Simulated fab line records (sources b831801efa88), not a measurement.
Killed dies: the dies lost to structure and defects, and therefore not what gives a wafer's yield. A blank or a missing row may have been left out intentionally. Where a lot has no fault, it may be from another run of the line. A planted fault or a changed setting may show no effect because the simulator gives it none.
fab line records ; flow sky130 ; part 1 of 2: steps 1 to 42 of 43
record lots=5; wafers=14; last-day=49
route steps=708 shown VIA4@653 METAL5@661 PASSIVATION@681 PAD_OPEN@694
lots with no fault: from the same line, run without faults
start-h: hours from the record's first day to the start of the lot's first wafer shown ; wait-h: time in hours since the lot's previous step ; " repeats the value in the row above ; L1.1+2: several wafers, shown together as one row ; - no value present, or no start provided ; * or withheld: withheld ; < > ~ a bound
route shown NAME@n: NAME is a module with steps in the file, n the number in the route of the first one ; usual: mean/standard deviation taken from wafers without a fault ; same: alike in all rows ; chamber/n: place in a boat ; sites: each site's reading ; _std_site: the standard deviation of these ; _edge_site: outer sites' mean less inner sites' ; radius-mm: how far each site lies from the wafer's centre ; mask NAME#n: copy n ; behind: the tool/chamber that last shaped the wafer ; hold: why the lot went on hold/how many hours it stayed there/how the hold came to an end ; device: names the non-switching transistor (n, p or np) ; end of line: the route-end tests of the same wafers ; a step with no rows: only its recipe ; killed: the dies lost at the first sort to structure and to defects; this is not the yield of the wafer ; map: the dies of a wafer, with x for killed, . for not killed, _ for no die there
set.NAME: the setting that was run; set.NAME@STEP: the one run at that earlier step ; model.NAME: the simulator's own value behind a step, which no gauge read
a table for each step, a row for each wafer; lots at some steps of the route
services: from which hour (start-h, from the record's first day; less than 0 if before it) a tool's chamber was out of use, for how many hours, and why
## steps
# step SKY_VIA4_STRIP_14
# recipe chemistry=post-etch-residue-remover; time-s=1200; temp-c=72.5
# step SKY_VIA4_CLEAN_15
# recipe chemistry=IPA; time-s=180; temp-c=25
# step SKY_VIA4_CLEAN_16
# recipe chemistry=O3/DIW; dry=n2-spin
# step SKY_VIA4_SPUTTER_17
# recipe material=TiN; target-thk-nm=20; chamber-pressure-pa=5; power-w=4000; time-s=80
# step SKY_VIA4_CVD_18
# recipe material=W; target-thk-nm=505; time-s=152.14; temp-c=400; pressure-torr=40
# usual heater-power-w=933/54
lot.wafer;tool;chamber;start-h;wait-h;heater-power-w
L111.2;cvd-w-02;1;1017.17;0.0;951
L111.3;cvd-w-02;1;1017.17;0.0;962
L111.4;cvd-w-02;0;1017.17;0.0;1012
L112.1;cvd-w-02;1;1019.69;0.0;947
L112.2;cvd-w-02;1;1019.69;0.0;975
L112.6;cvd-w-02;1;1019.69;0.0;961
L121.2;cvd-w-02;1;1083.01;0.0;957
L121.4;cvd-w-02;0;1083.01;0.0;981
L121.6;cvd-w-02;1;1083.01;0.0;964
L120.3;cvd-w-02;1;1089.42;0.1;976
L120.4;cvd-w-02;0;1089.42;0.1;975
L120.5;cvd-w-02;1;1089.42;0.1;976
L129.1;cvd-w-02;0;1124.82;0.0;1002
L129.5;cvd-w-02;0;1124.82;0.0;1023
# step SKY_VIA4_RS_MEAS_19
# recipe thk-meas-gauge=four-point-probe; reads=W_of_VIA4_CVD_18+TiN_of_VIA4_SPUTTER_17
# usual VIA4_W_RS=0.2291/0.0024
lot.wafer;tool;chamber;start-h;wait-h;VIA4_W_RS[ohm/sq]
L111.2;film-metro-03;-;1017.35;0.1;0.2278
L111.3;film-metro-03;-;1017.35;0.1;0.2307
L111.4;film-metro-03;-;1017.35;0.1;0.2337
L112.1;film-metro-03;-;1020.00;0.3;0.2280
L112.2;film-metro-03;-;1020.00;0.3;0.2254
L112.6;film-metro-03;-;1020.00;0.3;0.2284
L121.2;film-metro-04;-;1083.18;0.1;0.2297
L121.4;film-metro-04;-;1083.18;0.1;0.2340
L121.6;film-metro-04;-;1083.18;0.1;0.2294
L120.3;film-metro-04;-;1089.56;0.1;0.2302
L120.4;film-metro-04;-;1089.56;0.1;0.2323
L120.5;film-metro-04;-;1089.56;0.1;0.2336
L129.1;film-metro-03;-;1124.97;0.1;0.2291
L129.5;film-metro-03;-;1124.97;0.1;0.2304
# step SKY_VIA4_THK_MEAS_20
# recipe thk-meas-gauge=xrf; reads=W_of_VIA4_CVD_18
# usual VIA4_W_THK=509/6.1
lot.wafer;tool;chamber;start-h;wait-h;VIA4_W_THK[nm]
L111.2;film-metro-03;-;1017.46;0.1;515
L111.3;film-metro-03;-;1017.46;0.1;506
L111.4;film-metro-03;-;1017.46;0.1;502
L112.1;film-metro-03;-;1020.12;0.1;508
L112.2;film-metro-03;-;1020.12;0.1;520
L112.6;film-metro-03;-;1020.12;0.1;511
L121.2;film-metro-04;-;1083.29;0.1;510
L121.4;film-metro-04;-;1083.29;0.1;503
L121.6;film-metro-04;-;1083.29;0.1;513
L120.3;film-metro-04;-;1089.66;0.1;509
L120.4;film-metro-04;-;1089.66;0.1;507
L120.5;film-metro-04;-;1089.66;0.1;500
L129.1;film-metro-03;-;1125.09;0.1;505
L129.5;film-metro-03;-;1125.09;0.1;505
# step SKY_VIA4_CMP_21
# recipe stop-on=SiO2; t-overpolish-s=25; down-force-psi=3.5; platen-rpm=60; target-thk-nm=0; pad-velocity-m-s=0.94248
# step SKY_METAL5_SPUTTER_00
# recipe material=Ti; target-thk-nm=15; power-w=3000; time-s=10; chamber-pressure-pa=0.4
# step SKY_METAL5_SPUTTER_01
# recipe material=TiN; target-thk-nm=20; power-w=6500; time-s=16.7; chamber-pressure-pa=0.4
# step SKY_METAL5_SPUTTER_02
# recipe material=AlCu; target-thk-nm=1150; power-w=10600; time-s=61.2; chamber-pressure-pa=0.4
# step SKY_METAL5_SPUTTER_03
# recipe material=Ti; target-thk-nm=5; power-w=3000; time-s=3.3; chamber-pressure-pa=0.4
# step SKY_METAL5_SPUTTER_04
# recipe material=TiN; target-thk-nm=70; power-w=6500; time-s=58.3; chamber-pressure-pa=0.4
# usual throttle-valve-pct=30.0/1.1
lot.wafer;tool;chamber;start-h;wait-h;throttle-valve-pct;model.TiN_of_METAL5_SPUTTER_04.thk-nm
L111.2;pvd-sputter-01;-;1017.92;0.0;28.1;69.79
L111.3;pvd-sputter-01;-;1017.92;0.0;30.3;70.4
L111.4;pvd-sputter-01;-;1017.92;0.0;28.8;69.56
L112.1;pvd-sputter-04;-;1020.66;0.0;30.5;67.73
L112.2;pvd-sputter-04;-;1020.66;0.0;30.7;69.12
L112.6;pvd-sputter-04;-;1020.66;0.0;30.6;68.05
L121.2;pvd-sputter-02;-;1083.76;0.0;30.5;70.16
L121.4;pvd-sputter-02;-;1083.76;0.0;28.4;69.55
L121.6;pvd-sputter-02;-;1083.76;0.0;29.2;69.66
L120.3;pvd-sputter-01;-;1090.12;0.0;30.4;71.32
L120.4;pvd-sputter-01;-;1090.12;0.0;27.9;69.21
L120.5;pvd-sputter-01;-;1090.12;0.0;30.5;69.8
L129.1;pvd-sputter-04;-;1125.59;0.0;30.4;101.5
L129.5;pvd-sputter-04;-;1125.59;0.0;30.5;68.79
# step SKY_METAL5_RS_MEAS_05
# recipe thk-meas-gauge=four-point-probe; reads=TiN_of_METAL5_SPUTTER_04+Ti_of_METAL5_SPUTTER_03+AlCu_of_METAL5_SPUTTER_02+TiN_of_METAL5_SPUTTER_01+Ti_of_METAL5_SPUTTER_00
# usual METAL5_ALCU_RS=0.02703/0.00027
lot.wafer;tool;chamber;start-h;wait-h;hold;METAL5_ALCU_RS[ohm/sq]
L111.2;film-metro-02;-;1017.99;0.0;-;0.02726
L111.3;film-metro-02;-;1017.99;0.0;-;0.02702
L111.4;film-metro-02;-;1017.99;0.0;-;0.02686
L112.1;film-metro-03;-;1020.71;0.0;-;0.02725
L112.2;film-metro-03;-;1020.71;0.0;-;0.02709
L112.6;film-metro-03;-;1020.71;0.0;-;0.02679
L121.2;film-metro-04;-;1083.82;0.0;-;0.02678
L121.4;film-metro-04;-;1083.82;0.0;-;0.02738
L121.6;film-metro-04;-;1083.82;0.0;-;0.0268
L120.3;film-metro-03;-;1090.22;0.1;-;0.02663
L120.4;film-metro-03;-;1090.22;0.1;-;0.02687
L120.5;film-metro-03;-;1090.22;0.1;-;0.02647
L129.1;film-metro-03;-;1125.64;0.0;await-dispo/0.2h/release;0.02671
L129.5;film-metro-03;-;1125.64;0.0;await-dispo/0.2h/release;0.02692
L129.1;film-metro-03;-;1125.93;0.3;-;0.02665
L129.5;film-metro-03;-;1125.93;0.3;-;0.02695
# step SKY_METAL5_THK_MEAS_06
# recipe thk-meas-gauge=xrf; reads=AlCu_of_METAL5_SPUTTER_02
# usual METAL5_ALCU_THK=1148/13
lot.wafer;tool;chamber;start-h;wait-h;hold;METAL5_ALCU_THK[nm]
L111.2;film-metro-02;-;1018.10;0.1;-;1147
L111.3;film-metro-02;-;1018.10;0.1;-;1162
L111.4;film-metro-02;-;1018.10;0.1;-;1166
L112.1;film-metro-03;-;1020.83;0.1;-;1140
L112.2;film-metro-03;-;1020.83;0.1;-;1142
L112.6;film-metro-03;-;1020.83;0.1;-;1157
L121.2;film-metro-04;-;1083.93;0.1;-;1156
L121.4;film-metro-04;-;1083.93;0.1;-;1131
L121.6;film-metro-04;-;1083.93;0.1;-;1153
L120.3;film-metro-03;-;1090.32;0.1;-;1155
L120.4;film-metro-03;-;1090.32;0.1;-;1157
L120.5;film-metro-03;-;1090.32;0.1;-;1170
L129.1;film-metro-03;-;1126.05;0.1;await-dispo/0.2h/release;1073
L129.5;film-metro-03;-;1126.05;0.1;await-dispo/0.2h/release;1145
L129.1;film-metro-03;-;1126.27;0.2;-;1075
L129.5;film-metro-03;-;1126.27;0.2;-;1142
# step SKY_METAL5_HMDS_08
# recipe prime-time-s=60; prime-temp-c=120
# step SKY_METAL5_COAT_09
# recipe resist=NOVOLAK; spin-rpm=3000; resist-thk-nm=1800
# step SKY_METAL5_SOFTBAKE_10
# recipe temp-c=90; time-s=60; resist=NOVOLAK
# step SKY_METAL5_EXPOSE_11
# recipe mask-id=MM5; na=0.6; source-shape=conventional; sigma-outer=0.6; polarization=unpolarized; target-cd-nm=1600; dose-mj=190
# step SKY_METAL5_PEB_12
# recipe temp-c=withheld; time-s=*; resist=NOVOLAK
# step SKY_METAL5_DEVELOP_13
# recipe resist=NOVOLAK; developer=TMAH; develop-time-s=60; dev-temp-c=23
# step SKY_METAL5_DESCUM_14
# recipe chemistry=O2; source-power-w=150; bias-power-w=0; pressure-mtorr=10; temp-c=40; time-s=11
# usual chamber-pressure-mTorr=9.999/0.009; drypump-motor-current-A=5.6/0.34; he-backside-leak-sccm=3.37/0.14; oes-product-au=1.008/0.014
lot.wafer;tool;chamber;start-h;wait-h;chamber-pressure-mTorr;drypump-motor-current-A;he-backside-leak-sccm;oes-product-au;rf-hours-counter-h
L111.2;rie-metal-02;0;1040.88;0.1;10.001;5.8;3.30;1.026;15
L111.3;rie-metal-02;0;1040.88;0.1;9.991;5.8;3.37;1.022;-
L111.4;rie-metal-02;1;1040.88;0.1;10.004;5.0;3.35;1.024;-
L112.1;rie-metal-04;0;1044.17;0.1;9.998;5.9;3.23;0.999;18
L112.2;rie-metal-04;1;1044.17;0.1;9.997;5.7;3.45;1.001;6
L112.6;rie-metal-04;0;1044.17;0.1;10.000;5.9;3.05;0.985;-
L121.2;rie-metal-02;0;1103.79;0.1;9.994;5.8;3.38;1.020;19
L121.4;rie-metal-02;0;1103.79;0.1;9.999;5.8;3.35;1.031;-
L121.6;rie-metal-02;0;1103.79;0.1;10.011;5.8;3.32;1.025;-
L120.3;rie-metal-02;0;1109.64;0.1;9.983;5.8;3.26;1.028;-
L120.4;rie-metal-02;1;1109.64;0.1;10.001;5.0;3.44;1.017;-
L120.5;rie-metal-02;0;1109.64;0.1;10.010;5.8;3.18;1.026;-
L129.1;rie-metal-02;0;1143.89;0.1;10.004;5.8;3.30;1.023;23
L129.5;rie-metal-02;0;1143.89;0.1;10.002;5.8;3.35;1.025;-
# step SKY_METAL5_METAL_ETCH_15
# recipe target-depth-a=12600; stop-on=SiO2; over-etch-frac=0.2; time-s=252; chemistry=Cl2/BCl3; resist-sidewall-deg=86; pressure-mtorr=10; icp-w=900; bias-w=48.5; Cl2_flow_sccm=60; bcl3-flow-sccm=30
# step SKY_METAL5_STRIP_16
# recipe chemistry=O2/N2; power-w=1400; pressure-mtorr=1500; platen-temp-c=withheld; o2-flow-sccm=3000; n2-flow-sccm=300; overash-fraction=0.5
# usual chamber-pressure-mTorr=1500.0/1.4; drypump-motor-current-A=5.7/0.38; oes-product-au=0.710/0.0045; strip-time-to-endpoint-s=12.96/0.19
lot.wafer;tool;chamber;start-h;wait-h;chamber-pressure-mTorr;drypump-motor-current-A;oes-product-au;rf-hours-counter-h;strip-time-to-endpoint-s
L111.2;plasma-asher-04;0;1041.15;0.2;1497.9;6.6;0.704;87;12.84
L111.3;plasma-asher-04;1;1041.15;0.2;1498.6;5.4;0.705;-;12.82
L111.4;plasma-asher-04;0;1041.15;0.2;1498.3;6.6;0.716;-;12.77
L112.1;plasma-asher-04;1;1044.44;0.2;1498.8;5.4;0.712;88;13.14
L112.2;plasma-asher-04;0;1044.44;0.2;1499.4;6.6;0.704;88;13.05
L112.6;plasma-asher-04;0;1044.44;0.2;1499.8;6.6;0.709;-;13.15
L121.2;plasma-asher-02;0;1104.06;0.2;1498.4;5.4;0.712;33;12.81
L121.4;plasma-asher-02;0;1104.06;0.2;1500.7;5.4;0.708;-;12.84
L121.6;plasma-asher-02;1;1104.06;0.2;1500.7;5.5;0.718;-;12.80
L120.3;plasma-asher-02;0;1109.93;0.1;1501.4;5.4;0.708;-;12.88
L120.4;plasma-asher-02;1;1109.93;0.1;1498.7;5.5;0.707;-;12.82
L120.5;plasma-asher-02;1;1109.93;0.1;1498.0;5.5;0.712;-;12.85
L129.1;plasma-asher-02;1;1144.16;0.2;1499.6;5.5;0.704;37;12.88
L129.5;plasma-asher-02;0;1144.16;0.2;1500.6;5.4;0.710;-;12.81
# step SKY_METAL5_STRIP_17
# recipe chemistry=post-etch-residue-remover; time-s=1200; temp-c=72.5
# usual bath-guard-temp-C=72.5/0.58; bath-heat-duty-pct=14.8/1.2
lot.wafer;tool;chamber;start-h;wait-h;bath-guard-temp-C;bath-heat-duty-pct;model.TiN_of_METAL5_SPUTTER_04.thk-nm
L111.2;wet-bench-03;2;1041.25;0.1;72.6;15.9;69.37
L111.3;wet-bench-03;2;1041.25;0.1;72.5;15.3;69.99
L111.4;wet-bench-03;2;1041.25;0.1;72.3;14.3;69.15
L112.1;wet-bench-04;0;1044.56;0.1;73.0;16.8;67.31
L112.2;wet-bench-04;0;1044.56;0.1;73.1;15.1;68.71
L112.6;wet-bench-04;0;1044.56;0.1;73.0;15.2;67.63
L121.2;wet-bench-03;3;1104.16;0.1;72.7;13.5;69.73
L121.4;wet-bench-03;3;1104.16;0.1;72.6;13.6;69.12
L121.6;wet-bench-03;3;1104.16;0.1;72.2;13.3;69.24
L120.3;wet-bench-04;3;1110.00;0.0;71.5;15.6;70.9
L120.4;wet-bench-04;3;1110.00;0.0;71.9;16.3;68.78
L120.5;wet-bench-04;3;1110.00;0.0;71.8;13.5;69.38
L129.1;wet-bench-03;0;1144.26;0.1;72.0;15.1;101.1
L129.5;wet-bench-03;0;1144.26;0.1;72.6;14.1;68.37
# step SKY_METAL5_CLEAN_18
# recipe chemistry=IPA; time-s=180; temp-c=25
# step SKY_METAL5_CLEAN_19
# recipe chemistry=O3/DIW; dry=n2-spin
# step SKY_PASSIVATION_CVD_00
# recipe material=SiO2; target-thk-nm=90; temp-c=400; time-s=withheld; rf-w=600
# usual heater-power-w=673/87
lot.wafer;tool;chamber;start-h;wait-h;heater-power-w
L111.2;pecvd-03;2;1041.74;0.0;568
L111.3;pecvd-03;1;1041.74;0.0;676
L111.4;pecvd-03;1;1041.74;0.0;687
L112.1;pecvd-01;2;1045.11;0.0;674
L112.2;pecvd-01;1;1045.11;0.0;828
L112.6;pecvd-01;2;1045.11;0.0;705
L121.2;pecvd-02;0;1105.01;0.0;456
L121.4;pecvd-02;2;1105.01;0.0;628
L121.6;pecvd-02;1;1105.01;0.0;753
L120.3;pecvd-01;1;1110.53;0.0;673
L120.4;pecvd-01;1;1110.53;0.0;689
L120.5;pecvd-01;0;1110.53;0.0;606
L129.1;pecvd-01;0;1144.79;0.0;686
L129.5;pecvd-01;2;1144.79;0.0;720
# step SKY_PASSIVATION_THK_MEAS_01
# recipe reads=SiO2_of_PASSIVATION_CVD_00
# usual PASSIVATION_CVD_00_THK=90.0/1.3
lot.wafer;tool;chamber;start-h;wait-h;PASSIVATION_CVD_00_THK[nm]
L111.2;film-metro-02;-;1041.77;-;88.5
L111.3;film-metro-02;-;1041.77;-;88.7
L111.4;film-metro-02;-;1041.77;-;88.4
L112.1;film-metro-04;-;1045.13;-;89.8
L112.2;film-metro-04;-;1045.13;-;88.9
L112.6;film-metro-04;-;1045.13;-;91.5
L121.2;film-metro-04;-;1105.04;-;89.9
L121.4;film-metro-04;-;1105.04;-;90.4
L121.6;film-metro-04;-;1105.04;-;90.3
L120.3;film-metro-02;-;1110.57;-;92.1
L120.4;film-metro-02;-;1110.57;-;91.8
L120.5;film-metro-02;-;1110.57;-;91.5
L129.1;film-metro-04;-;1144.81;-;88.9
L129.5;film-metro-04;-;1144.81;-;90.3
# step SKY_PASSIVATION_CVD_02
# recipe material=Si3N4; target-thk-nm=540; temp-c=400; time-s=withheld; rf-w=450
# step SKY_PASSIVATION_THK_MEAS_03
# recipe reads=Si3N4_of_PASSIVATION_CVD_02
# usual PASSIVATION_CVD_02_THK=537/8.7
lot.wafer;tool;chamber;start-h;wait-h;PASSIVATION_CVD_02_THK[nm]
L111.2;film-metro-04;-;1042.06;-;543
L111.3;film-metro-04;-;1042.06;-;525
L111.4;film-metro-04;-;1042.06;-;547
L112.1;film-metro-01;-;1045.41;-;524
L112.2;film-metro-01;-;1045.41;-;543
L112.6;film-metro-01;-;1045.41;-;551
L121.2;film-metro-02;-;1105.33;-;539
L121.4;film-metro-02;-;1105.33;-;539
L121.6;film-metro-02;-;1105.33;-;551
L120.3;film-metro-01;-;1110.86;-;539
L120.4;film-metro-01;-;1110.86;-;528
L120.5;film-metro-01;-;1110.86;-;546
L129.1;film-metro-02;-;1145.09;-;531
L129.5;film-metro-02;-;1145.09;-;537
# step SKY_PASSIVATION_DEHYDRATE_04
# recipe temp-c=200; time-s=60
# step SKY_PASSIVATION_HMDS_05
# recipe prime-time-s=60; prime-temp-c=120
# step SKY_PASSIVATION_COAT_06
# recipe spin-rpm=2000; resist-thk-nm=3000
# step SKY_PASSIVATION_SOFTBAKE_07
# recipe temp-c=110; time-s=withheld
# step SKY_PASSIVATION_EXPOSE_08
# recipe mask-id=NSM; target-cd-nm=3000; na=0.57; dose-mj=260
# step SKY_PASSIVATION_PEB_09
# recipe temp-c=115; time-s=withheld
# step SKY_PASSIVATION_DEVELOP_10
# recipe develop-time-s=60; dev-temp-c=23
# step SKY_PASSIVATION_ETCH_11
# recipe chemistry=CF4/O2; target-depth-nm=725; stop-on=AlCu; source-w=800; bias-w=150; pressure-mtorr=150; cf4-flow-sccm=80; O2_flow_sccm=10; time-s=161.1
# usual chamber-pressure-mTorr=149.99/0.13; drypump-motor-current-A=5.7/0.53; oes-product-au=0.975/0.0083; throttle-valve-pct=5.964/0.0088
lot.wafer;tool;chamber;start-h;wait-h;chamber-pressure-mTorr;drypump-motor-current-A;oes-product-au;rf-hours-counter-h;throttle-valve-pct;model.PASSIVATION.feature-depth-nm
L111.2;rie-diel-01;0;1063.29;-;149.88;6.5;0.985;25;5.973;700
L111.3;rie-diel-01;1;1063.29;-;149.96;5.4;0.960;24;5.962;688.8
L111.4;rie-diel-01;3;1063.29;-;150.09;4.8;0.972;10;5.969;702.1
L112.1;rie-diel-01;2;1066.71;-;150.01;6.5;0.967;22;5.947;685.9
L112.2;rie-diel-01;1;1066.71;-;150.07;5.4;0.978;24;5.974;705.4
L112.6;rie-diel-01;0;1066.71;-;150.05;6.5;0.969;-;5.955;693.3
L121.2;rie-diel-04;1;1125.34;-;150.03;5.6;0.993;6;5.960;703.8
L121.4;rie-diel-04;2;1125.34;-;150.20;5.5;0.975;-;5.967;704.3
L121.6;rie-diel-04;0;1125.34;-;150.02;5.7;0.989;-;5.970;714.9
L120.3;rie-diel-04;1;1130.31;-;150.13;5.6;0.982;6;5.970;706.4
L120.4;rie-diel-04;0;1130.31;-;149.88;5.8;0.980;20;5.950;694
L120.5;rie-diel-04;2;1130.31;-;149.92;5.5;0.980;-;5.955;709.9
L129.1;rie-diel-04;3;1163.17;-;149.90;5.8;0.994;18;5.971;726.1
L129.5;rie-diel-04;1;1163.17;-;150.15;5.6;0.978;-;5.973;701.1
# step SKY_PASSIVATION_STRIP_12
# recipe chemistry=O2/N2; power-w=1400; pressure-mtorr=1500; platen-temp-c=withheld; overash-fraction=0.7; o2-flow-sccm=3000; n2-flow-sccm=300
# usual chamber-pressure-mTorr=1500.0/1.4; drypump-motor-current-A=5.73/0.22; oes-product-au=0.661/0.0047; strip-time-to-endpoint-s=31.53/0.17
lot.wafer;tool;chamber;start-h;wait-h;chamber-pressure-mTorr;drypump-motor-current-A;oes-product-au;rf-hours-counter-h;strip-time-to-endpoint-s
L111.2;plasma-asher-03;1;1063.40;0.1;1499.0;5.59;0.658;58;31.73
L111.3;plasma-asher-03;1;1063.40;0.1;1501.4;5.64;0.661;-;31.74
L111.4;plasma-asher-03;0;1063.40;0.1;1499.4;6.05;0.655;-;31.73
L112.1;plasma-asher-01;0;1066.81;0.1;1498.5;5.72;0.663;0;31.42
L112.2;plasma-asher-01;1;1066.81;0.1;1498.8;5.88;0.661;0;31.58
L112.6;plasma-asher-01;1;1066.81;0.1;1500.8;5.87;0.653;-;31.76
L121.2;plasma-asher-03;0;1125.45;0.1;1500.2;6.06;0.662;64;31.49
L121.4;plasma-asher-03;1;1125.45;0.1;1498.4;5.59;0.660;-;31.63
L121.6;plasma-asher-03;1;1125.45;0.1;1499.3;5.61;0.665;-;31.41
L120.3;plasma-asher-02;1;1130.45;0.1;1498.8;5.50;0.660;-;31.21
L120.4;plasma-asher-02;0;1130.45;0.1;1499.6;5.35;0.663;-;31.24
L120.5;plasma-asher-02;0;1130.45;0.1;1500.0;5.34;0.657;-;31.50
L129.1;plasma-asher-01;1;1163.28;0.1;1498.4;5.93;0.663;11;31.50
L129.5;plasma-asher-01;1;1163.28;0.1;1500.8;5.91;0.656;-;31.43
# step SKY_PAD_OPEN_DEHYDRATE_00
# recipe temp-c=200; time-s=60
# step SKY_PAD_OPEN_ETCH_07
# recipe chemistry=CF4/O2; target-depth-nm=725; stop-on=AlCu; source-w=800; bias-w=150; pressure-mtorr=150; cf4-flow-sccm=80; O2_flow_sccm=10; time-s=161.1
# usual chamber-pressure-mTorr=150.00/0.14; drypump-motor-current-A=5.5/0.47; oes-product-au=0.975/0.0084; throttle-valve-pct=5.964/0.0097
lot.wafer;tool;chamber;start-h;wait-h;chamber-pressure-mTorr;drypump-motor-current-A;oes-product-au;rf-hours-counter-h;throttle-valve-pct;model.PAD_OPEN.feature-depth-nm
L111.2;rie-diel-02;1;1084.58;-;149.97;5.7;0.982;27;5.952;705.8
L111.3;rie-diel-02;0;1084.58;-;149.92;5.6;0.973;5;5.962;688.8
L111.4;rie-diel-02;2;1084.58;-;150.03;5.2;0.979;13;5.965;708.9
L112.1;rie-diel-02;1;1088.31;-;149.81;5.7;0.958;27;5.963;685.9
L112.2;rie-diel-02;3;1088.31;-;149.91;5.1;0.974;14;5.955;705.6
L112.6;rie-diel-02;2;1088.31;-;150.18;5.2;0.976;-;5.966;710.5
L121.2;rie-diel-01;2;1144.24;-;149.94;6.5;0.983;25;5.952;703.8
L121.4;rie-diel-01;1;1144.24;-;150.04;5.4;0.966;27;5.982;697.7
L121.6;rie-diel-01;0;1144.24;-;150.13;6.5;0.977;-;5.964;712.8
L120.3;rie-diel-03;2;1149.51;-;149.99;5.0;0.980;1;5.969;706.4
L120.4;rie-diel-03;0;1149.51;-;149.91;5.6;0.969;10;5.972;694
L120.5;rie-diel-03;1;1149.51;-;150.04;5.9;0.987;-;5.972;712.1
L129.1;rie-diel-02;2;1180.68;-;150.30;5.2;0.993;17;5.972;719.5
L129.5;rie-diel-02;2;1180.68;-;149.71;5.2;0.965;-;5.954;701.1
## key
first-sign step=SKY_METAL5_RS_MEAS_05; reading=visit; direction=added
effect step=SKY_METAL5_THK_MEAS_06; reading=visit; direction=added
effect step=SKY_METAL5_THK_MEAS_06; reading=METAL5_ALCU_THK; direction=down; sigmas=5.7; usual=1148; struck=1073
model-effect step=SKY_METAL5_SPUTTER_04; value=TiN_of_METAL5_SPUTTER_04.thk-nm; without=69.95; struck=101.5
model-effect step=SKY_METAL5_STRIP_17; value=TiN_of_METAL5_SPUTTER_04.thk-nm; without=69.53; struck=101.1
model-effect step=SKY_PASSIVATION_ETCH_11; value=PASSIVATION.feature-depth-nm; without=694.5; struck=726.1
model-effect step=SKY_PAD_OPEN_ETCH_07; value=PAD_OPEN.feature-depth-nm; without=694.5; struck=719.5
met-at SKY_METAL5_SPUTTER_04
struck-wafers L129.1
onset-between 1020.66 1125.59
fault kind=process-parameter-drift; tool=pvd-sputter-04; chamber=-; onset-h=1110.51; steps=SKY_METAL5_SPUTTER_04; channel=target-thk-nm; offset=31.553; shape=step; end-h=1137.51; scope=struck-wafers-only; acts-in=these-recipes-only; stated=70
